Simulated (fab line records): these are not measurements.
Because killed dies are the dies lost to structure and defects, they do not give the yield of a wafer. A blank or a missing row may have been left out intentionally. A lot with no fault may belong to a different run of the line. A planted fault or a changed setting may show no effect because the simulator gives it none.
Which tool did it? + flow gf180mcu + 21 wafers from 7 lots sampled at 2 of the route's 602 steps

## WHAT THE GAUGES READ, wafer by wafer
GF_POLY_GATE_CD_MEAS_10: the cd target is 280 nm.
| lot  | measured     | on        | cd_nm (nm)                          |
|------|--------------|-----------|-------------------------------------|
| L153 | day 9 10:07  | cd_sem-02 | 281.5 280.8 281.6                   |
| L155 | day 10 07:56 | cd_sem-02 | 279.6 280.8 279.9                   |
| L160 | day 11 12:55 | cd_sem-01 | 280.9 280.6 280.6                   |
| L161 | day 11 17:33 | cd_sem-01 | 282.1 282.4 281.5                   |
| L164 | day 12 19:53 | cd_sem-01 | 281.1 279.6 279.9                   |
| L172 | day 15 02:59 | cd_sem-02 | 296.3 295.3 294.8 296.2 295.1 295.1 |
| L174 | day 15 20:55 | cd_sem-01 | 277.9 280.4 279.8                   |

## EACH LOT AND THE TOOL THAT RAN IT (in order: tool; ch and the chambers of the sampled wafers; start)
| lot  | GF_POLY_GATE_PEB_08               |
|------|-----------------------------------|
| L153 | litho_track-02 ch 0, day 9 09:46  |
| L155 | litho_track-02 ch 0, day 10 07:35 |
| L160 | litho_track-04 ch 0, day 11 12:36 |
| L161 | litho_track-02 ch 0, day 11 17:14 |
| L164 | litho_track-02 ch 0, day 12 19:32 |
| L172 | litho_track-02 ch 0, day 15 02:37 |
| L174 | litho_track-04 ch 0, day 15 20:33 |
- GF_POLY_GATE_PEB_08: peb time 90 s.

## THE ANSWER, worked out from the rows above alone
Rule: the usual values come from the lots themselves. The widest of any qualifying gaps counts: lots, ordered by their means at a reading, are off when they make up no more than a third of the lots, leave a main group of 4 or more, and stand apart from it by 3 or more times the standard deviation of that group's means. A main group whose means are all the same, to the digits that the tables above print for the reading, isn't used. A lot without any number at a reading at which 4 lots or more have one is off too. All remaining lots with rows at the step are treated as sound.
Off at GF_POLY_GATE_CD_MEAS_10 (cd_nm): L172. Main group: mean 280.6 nm, sd 0.86.
A tool fits if, at a process step before that reading, it ran every lot that is off, and no sound lot after the first of them. The gauges at GF_POLY_GATE_CD_MEAS_10 are tried like those tools. Undecided on this evidence; 2 tools fit (litho_track-02 at GF_POLY_GATE_PEB_08, cd_sem-02 at GF_POLY_GATE_CD_MEAS_10).

## WHAT WAS PUT IN BY THE SIMULATOR
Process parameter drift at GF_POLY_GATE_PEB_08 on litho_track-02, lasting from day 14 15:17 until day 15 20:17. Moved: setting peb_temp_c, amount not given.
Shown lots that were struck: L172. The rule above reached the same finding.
